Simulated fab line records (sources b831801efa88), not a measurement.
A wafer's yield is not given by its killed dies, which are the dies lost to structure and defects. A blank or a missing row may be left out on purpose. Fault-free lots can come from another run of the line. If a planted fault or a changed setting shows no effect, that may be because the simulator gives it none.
A struck lot beside a sound one -- flow sky130 -- 15 steps out of a route of 708
Sound: wafers L627.1, L627.4, L627.6. Struck: wafer L634.4. (L634.3, L634.6 of the same lot were not struck and are left out.) The cause comes at the end.
Order at every step that has rows: each side's tool, ch and its chambers, its first start. Under that, the readings that differ: sound wafers -- struck wafers -- difference of the means -- sigmas: that difference in standard deviations of wafers without a fault.
alike: same words and numbers on both sides, and readings whose means sit less than 2 such deviations apart. not compared: any withheld reading, any reading some wafer has no value for, any bound like >300 that may hide the same value, and any number with overlapping values for which the record gives no deviation.
A row with sigmas, a row that says differs or no value, or rows on one side alone: a step with any of these is where the two part. Non-overlapping numbers with no deviation appear without sigmas and do not part them. A reading missing from all wafers of one side parts the sides only when that side holds two or more wafers.

first, 3 steps without rows for these wafers: SKY_LI_CONTACT_EXPOSE_09 (exposes mask LICM1, target cd 170 nm); SKY_LI_CONTACT_PEB_10; SKY_LI_CONTACT_DEVELOP_11 (develop time 60 s).
SKY_LI_CONTACT_CD_MEAS_12: target cd 170 nm.
  sound: cdSem-01 at day 29 03:31; struck: cdSem-02 at day 32 19:28
  alike: cdNm
SKY_LI_CONTACT_OVL_MEAS_13:
  sound: overlay-02 at day 29 03:38; struck: overlay-02 at day 32 19:34
  alike: LI_CONTACT_OVL
SKY_LI_CONTACT_ETCH_14: etches BARC in N2/H2, stops on SiO2, time 45.9 s, target depth 60 nm.
  sound on rieDiel-03 ch 0,1, day 29 03:40; struck on rieDiel-01 ch 1, day 32 19:35
reading,sound,struck,difference,sigmas
h2FlowSccm (sccm),199.7 199.7 200.3,198.5,-1.4,-2
  alike: drypumpMotorCurrentA, oesProductAu, throttleValvePct
  not compared: rfHoursCounterH
SKY_LI_CONTACT_ETCH_15: etches PSG in C4F8/O2/Ar, stops on Si, target depth 600 nm.
  sound on rieDiel-03 ch 0,1, day 29 03:43; struck on rieDiel-01 ch 1, day 32 19:38
  alike: oesProductAu
SKY_LI_CONTACT_STRIP_16: strips in O2/N2.
  sound on plasmaAsher-01 ch 0,1, day 29 03:48; struck on plasmaAsher-02 ch 0, day 32 19:44
reading,sound,struck,difference,sigmas
o2FlowSccm (sccm),3012 2995 3011,2982,-24,-2
  alike: drypumpMotorCurrentA, oesProductAu, stripTimeToEndpointS
  not compared: rfHoursCounterH
then, 2 steps without rows for these wafers: SKY_LI_CONTACT_CLEAN_17 (cleans in NMP, time 600 s); SKY_LI_CONTACT_PRE_CLEAN_18 (time 5.6 s).
SKY_LI_CONTACT_SPUTTER_19: material Ti, target thk 20 nm, time 106.37 s.
  sound: pvdSputter-02 at day 29 04:05; struck: pvdSputter-04 at day 32 20:01
  alike: throttleValvePct
SKY_LI_CONTACT_SPUTTER_20: material TiN, target thk 20 nm, time 80 s.
  sound: pvdSputter-02 at day 29 04:10; struck: pvdSputter-04 at day 32 20:06
  alike: throttleValvePct
SKY_LI_CONTACT_CVD_21: deposits W, target thk 400 nm, time 120.56 s.
  sound on cvdW-01 ch 1, day 29 04:14; struck on cvdW-01 ch 0, day 32 20:12
reading,sound,struck,difference,sigmas
chamberPressureTorr (Torr),39.90 39.98 40.02,44.73,+4.76,+57
model.W_of_LI_CONTACT_CVD_21.thkNm (nm),396 403.1 401.2,416.3,+16.2,
  alike: heaterPowerW
SKY_LI_CONTACT_RS_MEAS_22: the measuring method here is four-point-probe.
  sound: filmMetro-03 at day 29 04:22; struck: filmMetro-04 at day 32 20:19
  alike: LI_CONTACT_W_RS
then, 1 step without rows for these wafers: SKY_PAD_OPEN_PROBE_99.

## WHERE THEY PART
At SKY_LI_CONTACT_ETCH_14 first; at SKY_LI_CONTACT_CVD_21 last (within this record only). Later steps at which nothing parts them and some readings are alike: SKY_LI_CONTACT_RS_MEAS_22.

WHY: the cause the simulator had injected
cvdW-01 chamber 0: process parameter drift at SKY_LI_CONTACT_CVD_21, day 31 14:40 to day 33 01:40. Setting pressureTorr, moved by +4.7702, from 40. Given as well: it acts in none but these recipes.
